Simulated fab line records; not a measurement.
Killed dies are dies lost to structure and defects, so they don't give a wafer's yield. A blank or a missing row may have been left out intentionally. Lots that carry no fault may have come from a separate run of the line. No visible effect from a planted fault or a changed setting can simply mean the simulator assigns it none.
fab line records | flow sky130
[record] lots = 6 wafers = 18 last-day = 50
route steps=708 shown VT_ADJUST_NCORE@128 VT_ADJUST_HVTR@131 VT_ADJUST_PCH@143 PAD_OPEN@708
lots untouched by any fault: they come from a run of this same line in which no faults occurred
start-h: start of the lot's first displayed wafer, in hours after the record's first day | wait-h: how many hours have passed since the lot's step before this one | " same as the row above | L1.1+2: a row that stands for several wafers | - no value, or no start was given | * or withheld: withheld | < > ~ a bound
route shown NAME@n: NAME is a module with steps in the file, n the number in the route of the first one | usual: mean/standard deviation of fault-free wafers | same: alike in all rows | chamber/n: place in a boat | sites: readings site by site | _std_site: standard deviation across them | _edge_site: outer sites' mean less inner sites' | radius-mm: how far each site lies from the wafer's centre | mask NAME#n: copy n | behind: the tool/chamber that last shaped the wafer | hold: why the lot was held/for how many hours/how that ended | device: the transistor (n, p or np) that didn't switch | end of line: tests of these same wafers at the route's end | a step with no rows: only its recipe | killed: the dies lost at the first sort to structure and to defects; this is not the yield of the wafer | map: shows each die of a wafer: x if killed, . if not, _ if none is there
set.NAME: the run value of the setting; set.NAME@STEP: its run value at that earlier step | model.NAME: the simulator's own value behind a step, which no gauge read
lots at some steps of the route; a table a step, a row a wafer
services: from which hour (start-h, from the record's first day; less than 0 if before it) a tool's chamber was out of use, for how many hours, and why
[[steps]]
[step SKY_VT_ADJUST_NCORE_IMPLANT_09]
[recipe] species = B energy-kev = 10 dose-cm2 = 2.4e+12 tilt-deg = withheld
[step SKY_VT_ADJUST_NCORE_STRIP_10]
[recipe] chemistry = O2/N2 power-w = 1400 pressure-mtorr = 1500 platen-temp-c = withheld o2-flow-sccm = 3000 n2-flow-sccm = 300 overash-fraction = 0.5
[usual] chamber-pressure-mTorr = 1500.1/1.3 drypump-motor-current-A = 5.5/0.37 n2-flow-sccm = 300.1/0.91 oes-product-au = 0.716/0.0048 strip-time-to-endpoint-s = 14.20/0.04
// columns lot.wafer tool chamber start-h wait-h chamber-pressure-mTorr drypump-motor-current-A n2-flow-sccm oes-product-au rf-hours-counter-h strip-time-to-endpoint-s
L215.1 plasma-asher-03 1 191.16 0.1 1501.1 5.7 300.1 0.714 6 14.13
L215.3 " 0 " " 1500.8 6.0 300.5 0.717 - 14.13
L215.6 " 1 " " 1499.5 5.7 300.7 0.719 - 14.15
L220.1 plasma-asher-02 1 238.84 0.1 1500.3 5.7 299.2 0.720 53 14.18
L220.4 " 1 " " 1501.1 5.7 298.4 0.714 - 14.16
L220.6 " 1 " " 1500.1 5.7 299.6 0.717 - 14.18
L225.1 plasma-asher-03 0 269.03 0.1 1500.8 6.0 299.4 0.721 14 14.19
L225.2 " 1 " " 1499.4 5.7 300.7 0.713 14 14.15
L225.6 " 1 " " 1502.6 5.7 299.7 0.723 - 14.15
L227.4 plasma-asher-04 0 279.02 0.1 1501.6 5.4 299.3 0.716 - 14.18
L227.5 " 1 " " 1499.8 5.6 301.4 0.712 - 14.27
L227.6 " 0 " " 1498.8 5.4 299.8 0.727 - 14.27
L235.3 plasma-asher-02 1 339.03 0.1 1502.7 5.7 299.6 0.706 - 14.17
L235.4 " 0 " " 1500.0 4.9 302.5 0.708 - 14.15
L235.6 " 0 " " 1500.7 4.9 300.7 0.714 - 14.16
L236.1 plasma-asher-02 0 345.96 0.1 1501.4 4.8 300.5 0.722 64 14.21
L236.2 " 1 " " 1498.6 5.7 300.8 0.717 64 14.22
L236.4 " 0 " " 1501.8 4.8 301.8 0.721 - 14.18
[step SKY_VT_ADJUST_NCORE_TW_MEAS_11]
[usual] VT_ADJUST_NCORE_TW = 219.1/1.7
// columns lot.wafer tool chamber start-h wait-h VT_ADJUST_NCORE_TW
L215.1 film-metro-03 - 191.26 0.1 216.5
L215.3 " - " " 216.9
L215.6 " - " " 217.2
L220.1 film-metro-03 - 238.94 0.1 217.9
L220.4 " - " " 216.8
L220.6 " - " " 215.4
L225.1 film-metro-01 - 269.13 0.1 220.4
L225.2 " - " " 221.6
L225.6 " - " " 219.5
L227.4 film-metro-01 - 279.11 0.1 220.3
L227.5 " - " " 219.9
L227.6 " - " " 221.2
L235.3 film-metro-03 - 339.11 0.1 218.9
L235.4 " - " " 218.5
L235.6 " - " " 218.8
L236.1 film-metro-03 - 346.06 0.1 218.5
L236.2 " - " " 218.0
L236.4 " - " " 218.5
[step SKY_VT_ADJUST_HVTR_DEHYDRATE_00]
[recipe] temp-c = 200 time-s = 60
[step SKY_VT_ADJUST_HVTR_HMDS_01]
[recipe] prime-time-s = 60 prime-temp-c = 120
[step SKY_VT_ADJUST_HVTR_COAT_02]
[recipe] resist = NOVOLAK spin-rpm = 3000 resist-thk-nm = 1140
[step SKY_VT_ADJUST_HVTR_SOFTBAKE_03]
[recipe] temp-c = 90 time-s = 60 resist = NOVOLAK
[step SKY_VT_ADJUST_HVTR_EXPOSE_04]
[recipe] mask-id = HVTRM target-cd-nm = 380 na = 0.6 source-shape = conventional sigma-outer = 0.6 dose-mj = 150
[step SKY_VT_ADJUST_HVTR_PEB_05]
[recipe] temp-c = withheld time-s = * resist = NOVOLAK
[step SKY_VT_ADJUST_HVTR_DEVELOP_06]
[recipe] develop-time-s = 60 dev-temp-c = 23
[step SKY_VT_ADJUST_HVTR_CD_MEAS_07]
[recipe] target-cd-nm = 380
[usual] cd-nm = 379.5/2.1
// columns lot.wafer tool chamber start-h wait-h cd-nm
L215.1 cd-sem-01 - 212.05 0.1 377.6
L215.3 " - " " 377.9
L215.6 " - " " 376.9
L220.1 cd-sem-01 - 262.33 0.1 376.6
L220.4 " - " " 379.8
L220.6 " - " " 378.5
L225.1 cd-sem-02 - 294.43 0.1 380.2
L225.2 " - " " 382.6
L225.6 " - " " 384.4
L227.4 cd-sem-01 - 304.30 0.1 380.7
L227.5 " - " " 383.1
L227.6 " - " " 381.8
L235.3 cd-sem-02 - 366.89 0.1 381.4
L235.4 " - " " 379.0
L235.6 " - " " 379.0
L236.1 cd-sem-01 - 374.29 0.1 379.0
L236.2 " - " " 378.2
L236.4 " - " " 378.7
[step SKY_VT_ADJUST_HVTR_OVL_MEAS_08]
[usual] VT_ADJUST_HVTR_OVL = -1.2/1.2
// columns lot.wafer tool chamber start-h wait-h VT_ADJUST_HVTR_OVL[nm]
L215.1 overlay-02 - 212.17 0.1 0.0
L215.3 " - " " -1.3
L215.6 " - " " -1.0
L220.1 overlay-02 - 262.45 0.1 -0.8
L220.4 " - " " -1.6
L220.6 " - " " -0.3
L225.1 overlay-01 - 294.55 0.1 -3.5
L225.2 " - " " 0.4
L225.6 " - " " -2.6
L227.4 overlay-01 - 304.38 0.1 -0.8
L227.5 " - " " -1.8
L227.6 " - " " -1.9
L235.3 overlay-02 - 366.98 0.1 -0.6
L235.4 " - " " -1.4
L235.6 " - " " -0.6
L236.1 overlay-02 - 374.41 0.1 3.0
L236.2 " - " " 0.3
L236.4 " - " " -0.2
[step SKY_VT_ADJUST_HVTR_IMPLANT_09]
[recipe] species = B energy-kev = 10 dose-cm2 = 2.1e+12 tilt-deg = withheld
[usual] beam-on-s = 10.01/0.21 dose-ions-cm2 = 2.0998e+12/2.1e+09 end-station-pressure-torr = 4.98e-06/2.7e-07 faraday-current-uA = 11.83/0.24
// columns lot.wafer tool chamber start-h wait-h beam-on-s dose-ions-cm2 end-station-pressure-torr faraday-current-uA
L215.1 implanter-01 0 212.20 0.0 9.89 2.1e+12 4.7e-06 11.96
L215.3 " 0 " " 10.03 2.1004e+12 4.69e-06 11.82
L215.6 " 0 " " 10.10 2.0998e+12 5.13e-06 11.73
L220.1 implanter-02 0 262.48 0.0 10.04 2.0989e+12 5.17e-06 11.80
L220.4 " 0 " " 10.13 2.1005e+12 4.57e-06 11.68
L220.6 " 0 " " 10.36 2.0977e+12 4.47e-06 11.45
L225.1 implanter-01 0 294.58 0.0 12.44 2.0976e+12 0.00011555 9.61
L225.2 " 0 " " 12.48 2.0959e+12 0.00011209 9.57
L225.6 " 0 " " 12.50 2.096e+12 0.0001189 9.59
L227.4 implanter-01 0 304.47 0.1 12.54 2.099e+12 0.00010091 9.61
L227.5 " 0 " " 12.08 2.0979e+12 0.00010978 9.86
L227.6 " 0 " " 12.71 2.1001e+12 0.00010884 9.40
L235.3 implanter-03 0 367.05 0.1 9.82 2.1019e+12 5.22e-06 12.10
L235.4 " 0 " " 10.17 2.1021e+12 4.67e-06 11.61
L235.6 " 0 " " 10.27 2.1015e+12 5.01e-06 11.54
L236.1 implanter-02 0 374.44 0.0 9.99 2.0972e+12 4.9e-06 11.84
L236.2 " 0 " " 10.13 2.0972e+12 5.34e-06 11.66
L236.4 " 0 " " 10.27 2.0972e+12 4.96e-06 11.51
[step SKY_VT_ADJUST_HVTR_STRIP_10]
[recipe] chemistry = O2/N2 power-w = 1400 pressure-mtorr = 1500 platen-temp-c = withheld o2-flow-sccm = 3000 n2-flow-sccm = 300 overash-fraction = 0.5
[usual] chamber-pressure-mTorr = 1499.8/1.2 drypump-motor-current-A = 5.6/0.51 n2-flow-sccm = 299.9/0.83 oes-product-au = 0.715/0.0049 strip-time-to-endpoint-s = 14.19/0.04
// columns lot.wafer tool chamber start-h wait-h chamber-pressure-mTorr drypump-motor-current-A n2-flow-sccm oes-product-au rf-hours-counter-h strip-time-to-endpoint-s
L215.1 plasma-asher-02 0 212.35 0.1 1501.2 4.8 300.7 0.721 51 14.19
L215.3 " 0 " " 1498.5 4.8 299.3 0.714 - 14.23
L215.6 " 0 " " 1498.4 4.9 300.1 0.718 - 14.20
L220.1 plasma-asher-02 1 262.63 0.1 1498.3 5.7 298.3 0.723 56 14.17
L220.4 " 1 " " 1499.2 5.7 300.4 0.714 - 14.22
L220.6 " 0 " " 1498.1 4.8 299.3 0.718 - 14.20
L225.1 plasma-asher-02 0 294.73 0.1 1499.2 4.9 299.6 0.712 59 14.18
L225.2 " 1 " " 1499.4 5.7 299.2 0.716 59 14.18
L225.6 " 1 " " 1502.5 5.7 299.2 0.721 - 14.14
L227.4 plasma-asher-01 1 304.58 0.1 1500.0 6.4 300.8 0.712 - 14.15
L227.5 " 1 " " 1499.2 6.3 299.0 0.709 - 14.14
L227.6 " 0 " " 1500.8 6.2 298.2 0.720 - 14.18
L235.3 plasma-asher-01 1 367.19 0.1 1498.2 6.4 300.6 0.707 - 14.23
L235.4 " 0 " " 1500.0 6.2 299.1 0.716 - 14.27
L235.6 " 1 " " 1499.7 6.3 301.5 0.710 - 14.20
L236.1 plasma-asher-04 1 374.59 0.1 1499.1 5.6 299.0 0.714 70 14.16
L236.2 " 0 " " 1502.7 5.5 299.8 0.715 70 14.17
L236.4 " 1 " " 1499.2 5.6 300.3 0.722 - 14.20
[step SKY_VT_ADJUST_HVTR_TW_MEAS_11]
[usual] VT_ADJUST_HVTR_TW = 210.8/1.2
// columns lot.wafer tool chamber start-h wait-h VT_ADJUST_HVTR_TW
L215.1 film-metro-02 - 212.45 0.1 210.2
L215.3 " - " " 210.7
L215.6 " - " " 210.5
L220.1 film-metro-02 - 262.73 0.1 210.1
L220.4 " - " " 209.8
L220.6 " - " " 210.2
L225.1 film-metro-02 - 294.83 0.1 223.9
L225.2 " - " " 224.9
L225.6 " - " " 224.6
L227.4 film-metro-04 - 304.67 0.1 226.7
L227.5 " - " " 226.0
L227.6 " - " " 226.7
L235.3 film-metro-03 - 367.27 0.1 208.7
L235.4 " - " " 209.3
L235.6 " - " " 209.6
L236.1 film-metro-02 - 374.69 0.1 211.1
L236.2 " - " " 211.1
L236.4 " - " " 211.1
[step SKY_VT_ADJUST_PCH_DEHYDRATE_00]
[recipe] temp-c = 200 time-s = 60
[step SKY_PAD_OPEN_PROBE_99]
[usual] killed_at_M0_to_M3 = 42/7.4 killed_at_M4_up = 3.3/2.1 killed-at-contacts = 24/5.3 killed-at-front-end = 15/4.5 killed-at-other = 0.3/0.57 killed-dies = 84/10 killed-open = 46/7.5 killed-short = 38/6.4
[same] gross-dies = 492 killed-at-back-side = 0
// columns lot.wafer tool chamber start-h wait-h killed_at_M0_to_M3 killed_at_M4_up killed-at-contacts killed-at-front-end killed-at-other killed-dies killed-open killed-short model.etest.pfet_01v8_mvt.drive-ua-um model.etest.pfet_01v8_mvt.off-log10-a-um model.etest.pfet_01v8_mvt.vt-sat-v model.etest.pfet_01v8_mvt.vt-v model.etest.pfet_01v8_mvt.vt-long-v
L220.1 prober-01 - 1123.65 0.1 45 6 18 15 0 84 50 34 154 -10.38 -0.5442 -0.6342 -0.8434
L220.4 prober-01 - 1123.80 0.2 38 4 23 18 0 83 51 32 149.9 -10.59 -0.5602 -0.6429 -0.8489
L220.6 prober-01 - 1123.90 0.2 38 3 29 16 0 86 40 46 151.3 -10.65 -0.5647 -0.6471 -0.849
L225.1 prober-02 - 1147.41 0.1 50 0 20 8 0 78 44 34 163.8 -9.145 -0.4446 -0.5478 -0.7783
L225.2 prober-02 - 1147.46 0.1 48 3 14 6 1 72 27 45 161.7 -9.455 -0.4549 -0.5547 -0.7844
L225.6 prober-02 - 1147.66 0.2 44 4 21 21 0 90 42 48 164.6 -9.395 -0.4531 -0.5536 -0.7829
L227.4 prober-01 - 1155.21 0.2 38 5 27 13 0 83 40 43 162.1 -9.696 -0.4905 -0.5932 -0.8116
L227.5 prober-01 - 1155.26 0.2 50 2 24 8 1 85 51 33 165.7 -9.486 -0.4811 -0.5835 -0.8025
L227.6 prober-01 - 1155.31 0.2 38 2 25 18 0 83 42 41 161.8 -9.64 -0.4768 -0.5838 -0.8064
// killed by level:class
L220.1 VIA1:geometric-particle:open=11 CONTACT:geometric-particle:open=10 VIA2:geometric-particle:open=8 VIA2:geometric-particle:short=7 VIA3:geometric-particle:open=5 FIELD_ISO:geometric-particle:open=3 SONOS_ONO:geometric-particle:open=3 POLY_GATE:geometric-particle:short=3
L220.4 CONTACT:geometric-particle:open=9 VIA3:geometric-particle:open=8 VIA1:geometric-particle:open=6 POLY_GATE:geometric-particle:open=6 VIA2:geometric-particle:open=6 FIELD_ISO:geometric-particle:open=5 LOCAL_INTERCONNECT:geometric-particle:short=5 CONTACT:geometric-particle:short=5
L220.6 CONTACT:geometric-particle:open=12 VIA1:geometric-particle:open=7 LOCAL_INTERCONNECT:geometric-particle:short=6 VIA2:geometric-particle:open=6 FIELD_ISO:geometric-particle:short=5 POLY_GATE:geometric-particle:short=5 LI_CONTACT:geometric-particle:short=5 VIA1:geometric-particle:short=5
L225.1 VIA1:geometric-particle:open=13 VIA2:geometric-particle:open=9 CONTACT:geometric-particle:open=8 METAL1:geometric-particle:short=7 METAL2:geometric-particle:short=6 POLY_GATE:geometric-particle:short=5 LI_CONTACT:geometric-particle:open=4 VIA3:geometric-particle:open=4
L225.2 VIA1:geometric-particle:open=11 VIA2:geometric-particle:open=7 METAL1:geometric-particle:short=7 CONTACT:geometric-particle:short=6 VIA2:geometric-particle:short=5 VIA1:geometric-particle:short=4 METAL3:geometric-particle:short=4 VIA3:geometric-particle:short=4
L225.6 VIA1:geometric-particle:open=9 LI_CONTACT:geometric-particle:open=7 METAL1:geometric-particle:short=7 FIELD_ISO:geometric-particle:short=6 METAL2:geometric-particle:short=6 VIA1:geometric-particle:short=5 POLY_GATE:geometric-particle:short=5 CONTACT:geometric-particle:open=5
L227.4 CONTACT:geometric-particle:open=11 VIA1:geometric-particle:short=6 CONTACT:geometric-particle:short=5 VIA3:geometric-particle:open=5 VIA1:geometric-particle:open=5 LI_CONTACT:geometric-particle:short=4 METAL1:geometric-particle:short=4 METAL2:geometric-particle:short=4
L227.5 VIA1:geometric-particle:open=11 CONTACT:geometric-particle:open=9 LI_CONTACT:geometric-particle:open=8 METAL2:geometric-particle:short=8 VIA3:geometric-particle:open=6 VIA2:geometric-particle:short=6 VIA2:geometric-particle:open=6 POLY_GATE:geometric-particle:short=3
L227.6 VIA1:geometric-particle:open=10 CONTACT:geometric-particle:open=9 METAL2:geometric-particle:short=7 CONTACT:geometric-particle:short=6 LI_CONTACT:geometric-particle:open=5 POLY_GATE:geometric-particle:short=5 POLY_GATE:geometric-particle:open=4 VIA2:geometric-particle:short=4
[[services]]
// columns tool chamber start-h hours kind
implanter-03 - 182.22 4.0 repair
implanter-01 - 185.86 2.3 repair
implanter-01 - 189.56 1.5 repair
implanter-01 - 199.50 4.6 repair
implanter-01 - 205.82 2.4 repair
implanter-02 - 212.96 3.4 repair
implanter-03 - 235.34 3.6 pm
implanter-02 - 238.35 4.2 repair
implanter-01 - 246.41 2.1 repair
implanter-03 - 259.44 17.0 repair
implanter-01 - 309.73 3.2 repair
plasma-asher-03 - 320.86 18.4 repair
implanter-01 - 324.21 3.2 pm
plasma-asher-01 - 347.46 2.8 pm
plasma-asher-03 - 355.12 1.9 repair
plasma-asher-03 - 361.20 9.1 repair
plasma-asher-03 - 364.92 0.4 repair
implanter-03 - 369.26 33.0 repair
implanter-01 - 370.01 2.0 repair
[[key]]
[first-sign] step = SKY_VT_ADJUST_HVTR_IMPLANT_09 reading = end-station-pressure-torr direction = up sigmas = 99+ usual = 4.98e-06 struck = 0.00011101
[effect] step = SKY_VT_ADJUST_HVTR_IMPLANT_09 reading = beam-on-s direction = up sigmas = 12 usual = 10.01 struck = 12.46
[effect] step = SKY_VT_ADJUST_HVTR_TW_MEAS_11 reading = VT_ADJUST_HVTR_TW direction = up sigmas = 12 usual = 210.8 struck = 225.5
[model-effect] step = SKY_PAD_OPEN_PROBE_99 value = etest.pfet_01v8_mvt.drive-ua-um without = 152.5 struck = 163.3
met-at SKY_VT_ADJUST_HVTR_IMPLANT_09
struck-wafers L225.1,L225.2,L225.6,L227.4,L227.5,L227.6
tester-left-out L225,L227
onset-between 212.20 294.58
[fault] kind = process-parameter-drift tool = implanter-01 chamber = - onset-h = 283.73 steps = SKY_VT_ADJUST_HVTR_IMPLANT_09 channel = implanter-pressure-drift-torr offset = 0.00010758 shape = step end-h = 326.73
[fault] kind = process-parameter-drift tool = implanter-01 chamber = - onset-h = 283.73 steps = SKY_VT_ADJUST_HVTR_IMPLANT_09 channel = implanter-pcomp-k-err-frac offset = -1 shape = step end-h = 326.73
// tester-left-out: of these lots the tester's yield and bins aren't shown, on N5 and GAA mostly nor the transistor test; their killed dies are dies lost to structure and defects alone, not to doping, threshold or leakage, so they don't give the yield
